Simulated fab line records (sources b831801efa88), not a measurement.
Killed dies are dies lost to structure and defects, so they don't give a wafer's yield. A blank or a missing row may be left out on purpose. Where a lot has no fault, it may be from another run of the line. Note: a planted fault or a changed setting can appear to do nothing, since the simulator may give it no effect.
Which tool did it? ; flow gf180mcu ; 36 wafers from 12 lots sampled at 2 of the route's 602 steps

WHAT EACH GAUGE READ, for each wafer
GF_VT_IMPLANT_TW_MEAS_21. Usual: VT_IMPLANT_2_TW gives 1217 (standard deviation 15).
lot;measured;on;VT_IMPLANT_2_TW;flag
L155;day 6 05:37;filmMetro-03;1226 1224 1227;
L156;day 6 12:23;filmMetro-02;1201 1208 1202;
L157;day 6 18:58;filmMetro-02;1199 1204 1204;
L160;day 7 13:44;filmMetro-03;1237 1240 1238;
L164;day 8 15:08;filmMetro-03;1224 1231 1225;
L165;day 8 21:29;filmMetro-03;1232 1235 1233;
L166;day 9 01:14;filmMetro-03;1232 1229 1234;
L168;day 9 16:36;filmMetro-03;1237 1239 1237;
L169;day 9 22:58;filmMetro-02;1205 1206 1202;
L170;day 10 06:47;filmMetro-04;1210 1206 1213;
L171;day 10 12:15;filmMetro-02;1203 1205 1208;
L175;day 11 10:46;filmMetro-03;1233 1237 1244;

EACH LOT AND THE TOOL THAT RAN IT (in order: tool; ch and the chambers of the sampled wafers; start)
lot;GF_DNWELL_STRIP_08
L155;plasmaAsher-02 ch 0,1, day 2 19:13
L156;plasmaAsher-02 ch 0,1, day 2 23:47
L157;plasmaAsher-04 ch 0,1, day 3 05:02
L160;plasmaAsher-02 ch 0,1, day 3 21:14
L164;plasmaAsher-02 ch 0,1, day 4 18:31
L165;plasmaAsher-02 ch 0,1, day 4 23:08
L166;plasmaAsher-04 ch 0,1, day 5 03:41
L168;plasmaAsher-01 ch 0,1, day 5 18:01
L169;plasmaAsher-02 ch 0, day 5 23:08
L170;plasmaAsher-04 ch 0,1, day 6 05:11
L171;plasmaAsher-02 ch 0,1, day 6 11:13
L175;plasmaAsher-01 ch 0,1, day 7 06:29
- GF_DNWELL_STRIP_08: strips in O2/N2.

WHAT THE TOOLS THEMSELVES READ (means of the sampled wafers that have a number; where no wafer has one, the mark that the record gives instead)
GF_DNWELL_STRIP_08. Usual: drypumpMotorCurrentA 5.46 A, standard deviation 0.2; heaterPowerW 339 W, standard deviation 28; oesProductAu 0.723 a.u., standard deviation 0.005; stripTimeToEndpointS 37.44 s, standard deviation 0.11.
lot;tool;drypumpMotorCurrentA (A);heaterPowerW (W);oesProductAu (a.u.);stripTimeToEndpointS (s);flag
L155;plasmaAsher-02;5.33;346;0.720;37.48;
L156;plasmaAsher-02;5.33;338;0.719;37.27;
L157;plasmaAsher-04;5.61;348;0.725;37.44;
L160;plasmaAsher-02;5.25;336;0.721;37.37;
L164;plasmaAsher-02;5.32;347;0.720;37.27;
L165;plasmaAsher-02;5.26;332;0.724;37.57;
L166;plasmaAsher-04;5.50;327;0.725;37.41;
L168;plasmaAsher-01;5.66;353;0.721;37.56;
L169;plasmaAsher-02;5.14;328;0.720;37.37;
L170;plasmaAsher-04;5.57;342;0.722;37.38;
L171;plasmaAsher-02;5.25;338;0.724;37.54;
L175;plasmaAsher-01;5.67;357;0.723;37.48;

THE ANSWER, worked out from the rows above alone
Rule: take the mean of a lot's wafers that have a number; if it is more than 3 standard deviations from the usual mean, the lot is off. Also off: a lot with no number at a reading for which 4 or more lots have one. Any other lot the step has rows for is counted as sound. Order of review: gauges by route order, followed by the tools' own readings, for which a lot's mean as printed above is used. At the first step where some lot is off, the reading lying furthest off is the one used; lots without a number count as furthest.
Across all readings shown, no lot is off: no conclusion can be drawn from this.

WHAT THE SIMULATOR HAD PUT IN
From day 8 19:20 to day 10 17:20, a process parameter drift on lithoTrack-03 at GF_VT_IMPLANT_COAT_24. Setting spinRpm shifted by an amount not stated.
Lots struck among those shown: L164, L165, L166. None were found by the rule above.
